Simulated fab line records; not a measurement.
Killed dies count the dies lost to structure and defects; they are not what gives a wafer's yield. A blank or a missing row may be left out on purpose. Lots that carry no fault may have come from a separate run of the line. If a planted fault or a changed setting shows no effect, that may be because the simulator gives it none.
Which tool is to blame? + flow gf180mcu + 12 lots, 35 wafers sampled, at 5 steps of a route of 602

## WHAT THE GAUGES READ, wafer by wafer
GF_M5_OVL_MEAS_08. Usual: M5_OVL typically reads 4 nm, with standard deviation 5.3.
| lot  | measured     | on         | M5_OVL (nm) | flag |
|------|--------------|------------|-------------|------|
| L264 | day 26 00:19 | overlay-02 | 12 1 8      |      |
| L265 | day 26 16:42 | overlay-02 | 4 3 1       |      |
| L266 | day 26 21:35 | overlay-01 | 13 10 10    |      |
| L267 | day 27 10:22 | overlay-01 | 0 -5 2      |      |
| L268 | day 28 06:37 | overlay-02 | 10 10 4     |      |
| L271 | day 28 18:36 | overlay-01 | 11 1 3      |      |
| L275 | day 30 09:10 | overlay-02 | 2 1 -2      |      |
| L279 | day 31 02:18 | overlay-02 | 1 7         |      |
| L283 | day 32 01:11 | overlay-02 | 10 9 9      |      |
| L284 | day 32 02:00 | overlay-01 | -3 7 0      |      |
| L286 | day 32 16:58 | overlay-01 | 1 8 2       |      |
| L287 | day 33 05:08 | overlay-01 | 9 7 4       |      |

## EACH LOT AND THE TOOL THAT RAN IT (in order: tool; ch and the chambers of the sampled wafers; start)
| lot  | GF_MIM_SPUTTER_02            | GF_MIM_COAT_14                    | GF_MIM_METAL_ETCH_19              | GF_MIM_STRIP_20                      |
|------|------------------------------|-----------------------------------|-----------------------------------|--------------------------------------|
| L264 | pvd sputter-02, day 24 04:09 | litho track-04 ch 0, day 24 15:57 | rie metal-03 ch 0,1, day 25 01:59 | plasma asher-02 ch 0,1, day 25 02:04 |
| L265 | pvd sputter-04, day 24 21:59 | litho track-02 ch 0, day 25 08:25 | rie metal-04 ch 0,1, day 25 19:25 | plasma asher-02 ch 0,1, day 25 19:30 |
| L266 | pvd sputter-02, day 25 01:46 | litho track-04 ch 0, day 25 13:42 | rie metal-03 ch 0,1, day 26 00:00 | plasma asher-02 ch 0,1, day 26 00:04 |
| L267 | pvd sputter-04, day 25 16:50 | litho track-04 ch 0, day 26 02:03 | rie metal-02 ch 0,1, day 26 13:21 | plasma asher-04 ch 0,1, day 26 13:25 |
| L268 | pvd sputter-02, day 26 13:01 | litho track-01 ch 0, day 26 22:54 | rie metal-02 ch 0,1, day 27 10:12 | plasma asher-03 ch 0,1, day 27 10:16 |
| L271 | pvd sputter-04, day 27 02:46 | litho track-02 ch 0, day 27 13:13 | rie metal-02 ch 0,1, day 27 22:33 | plasma asher-02 ch 1, day 27 22:37   |
| L275 | pvd sputter-01, day 28 19:34 | litho track-02 ch 0, day 29 05:38 | rie metal-04 ch 0, day 29 14:23   | plasma asher-02 ch 0,1, day 29 14:30 |
| L279 | pvd sputter-02, day 29 13:32 | litho track-02 ch 0, day 29 22:43 | rie metal-02 ch 0,1, day 30 08:00 | plasma asher-02 ch 0, day 30 08:04   |
| L283 | pvd sputter-02, day 30 12:02 | litho track-01 ch 0, day 30 21:27 | rie metal-02 ch 0,1, day 31 06:27 | plasma asher-02 ch 0,1, day 31 06:31 |
| L284 | pvd sputter-04, day 30 13:28 | litho track-01 ch 0, day 30 23:21 | rie metal-03 ch 0,1, day 31 07:52 | plasma asher-03 ch 1, day 31 07:56   |
| L286 | pvd sputter-01, day 31 05:17 | litho track-01 ch 0, day 31 14:15 | rie metal-02 ch 0,1, day 31 23:00 | plasma asher-03 ch 0,1, day 31 23:04 |
| L287 | pvd sputter-01, day 31 18:35 | litho track-01 ch 0, day 32 03:00 | rie metal-02 ch 0,1, day 32 11:31 | plasma asher-02 ch 0,1, day 32 11:35 |
- GF_MIM_SPUTTER_02: material AlCu, target thk 450 nm, time 23.9 s.
- GF_MIM_COAT_14: resist thk 1000 nm.
- GF_MIM_METAL_ETCH_19: etches the open film in Cl2/BCl3, stops on Si3N4, target depth 324.5 nm, time 54.1 s.
- GF_MIM_STRIP_20: strips in O2/N2.

## AS READ BY THE TOOLS THEMSELVES (means over the sampled wafers that have a number; for cases with no such wafer, the mark the record gives instead)
GF_MIM_SPUTTER_02. Usual: throttle valve pct 29.9 %, standard deviation 1.4.
| lot  | tool           | throttle valve pct (%) | flag |
|------|----------------|------------------------|------|
| L264 | pvd sputter-02 | 30.2                   |      |
| L265 | pvd sputter-04 | 29.5                   |      |
| L266 | pvd sputter-02 | 30.6                   |      |
| L267 | pvd sputter-04 | 28.9                   |      |
| L268 | pvd sputter-02 | 29.8                   |      |
| L271 | pvd sputter-04 | 29.5                   |      |
| L275 | pvd sputter-01 | 28.2                   |      |
| L279 | pvd sputter-02 | 31.1                   |      |
| L283 | pvd sputter-02 | 30.9                   |      |
| L284 | pvd sputter-04 | 30.2                   |      |
| L286 | pvd sputter-01 | 29.4                   |      |
| L287 | pvd sputter-01 | 28.6                   |      |

GF_MIM_METAL_ETCH_19. Usual: bcl3 flow sccm 39.99 sccm, standard deviation 0.11; drypump motor current A 6.1 A, standard deviation 0.31; he backside leak sccm 3.41 sccm, standard deviation 0.28; oes product au 0.942 a.u., standard deviation 0.0061; throttle valve pct 28.283 %, standard deviation 0.0099.
| lot  | tool         | bcl3 flow sccm (sccm) | drypump motor current A (A) | he backside leak sccm (sccm) | oes product au (a.u.) | throttle valve pct (%) | flag |
|------|--------------|-----------------------|-----------------------------|------------------------------|-----------------------|------------------------|------|
| L264 | rie metal-03 | 39.95                 | 6.1                         | 3.32                         | 0.941                 | 28.287                 |      |
| L265 | rie metal-04 | 39.94                 | 5.8                         | 3.44                         | 0.938                 | 28.283                 |      |
| L266 | rie metal-03 | 40.01                 | 6.1                         | 3.41                         | 0.940                 | 28.282                 |      |
| L267 | rie metal-02 | 40.01                 | 6.3                         | 3.40                         | 0.938                 | 28.296                 |      |
| L268 | rie metal-02 | 40.02                 | 6.3                         | 3.39                         | 0.938                 | 28.290                 |      |
| L271 | rie metal-02 | 39.91                 | 6.2                         | 3.39                         | 0.940                 | 28.287                 |      |
| L275 | rie metal-04 | 39.92                 | 6.4                         | 3.03                         | 0.942                 | 28.273                 |      |
| L279 | rie metal-02 | 40.06                 | 6.2                         | 3.38                         | 0.942                 | 28.290                 |      |
| L283 | rie metal-02 | 39.90                 | 6.3                         | 3.47                         | 0.942                 | 28.280                 |      |
| L284 | rie metal-03 | 39.96                 | 6.1                         | 3.40                         | 0.940                 | 28.288                 |      |
| L286 | rie metal-02 | 39.84                 | 6.3                         | 3.42                         | 0.942                 | 28.280                 |      |
| L287 | rie metal-02 | 39.93                 | 6.4                         | 3.42                         | 0.940                 | 28.285                 |      |

GF_MIM_STRIP_20. Usual: drypump motor current A 5.7 A, standard deviation 0.4; heater power w 319 W, standard deviation 46; oes product au 0.691 a.u., standard deviation 0.0048; strip time to endpoint s 11.23 s, standard deviation 0.042.
| lot  | tool            | drypump motor current A (A) | heater power w (W) | oes product au (a.u.) | strip time to endpoint s (s) | flag |
|------|-----------------|-----------------------------|--------------------|-----------------------|------------------------------|------|
| L264 | plasma asher-02 | 5.9                         | 297                | 0.693                 | 11.24                        |      |
| L265 | plasma asher-02 | 5.9                         | 297                | 0.694                 | 11.23                        |      |
| L266 | plasma asher-02 | 5.9                         | 296                | 0.691                 | 11.16                        |      |
| L267 | plasma asher-04 | 5.6                         | 303                | 0.698                 | 11.28                        |      |
| L268 | plasma asher-03 | 5.6                         | 398                | 0.688                 | 11.20                        |      |
| L271 | plasma asher-02 | 6.0                         | 292                | 0.689                 | 11.19                        |      |
| L275 | plasma asher-02 | 5.9                         | 293                | 0.688                 | 11.20                        |      |
| L279 | plasma asher-02 | 5.9                         | 291                | 0.677                 | 10.93                        | OFF  |
| L283 | plasma asher-02 | 5.9                         | 297                | 0.689                 | 11.23                        |      |
| L284 | plasma asher-03 | 5.5                         | 313                | 0.692                 | 11.23                        |      |
| L286 | plasma asher-03 | 5.6                         | 398                | 0.691                 | 11.24                        |      |
| L287 | plasma asher-02 | 5.9                         | 316                | 0.698                 | 11.29                        |      |

## THE ANSWER, worked out from the rows above alone
Rule: a lot counts as off when the mean over its wafers that have a number is more than 3 standard deviations away from the usual mean. Also off: a lot with no number at a reading for which 4 or more lots have one. The other lots that the step has rows for count as sound. First the gauges in route order, then the tools' own readings, where a lot's mean is used as printed above. The first step at which some lot is off is used, and at that step the reading that is off furthest; a lot without a number counts as furthest.
Off, at GF_MIM_STRIP_20 on strip time to endpoint s: L279.
A tool fits if, at that step or a process step before it, it ran every lot that is off, and no sound lot after the first of them. One candidate fits, namely litho track-02 at GF_MIM_COAT_14. A fault onset in the window from L275 (day 29 05:38, its last sound lot) to L279 (day 29 22:43, its first lot off) fits.

## WHAT WAS PUT IN BY THE SIMULATOR
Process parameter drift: litho track-02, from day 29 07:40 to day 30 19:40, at GF_MIM_COAT_14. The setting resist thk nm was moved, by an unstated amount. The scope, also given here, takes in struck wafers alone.
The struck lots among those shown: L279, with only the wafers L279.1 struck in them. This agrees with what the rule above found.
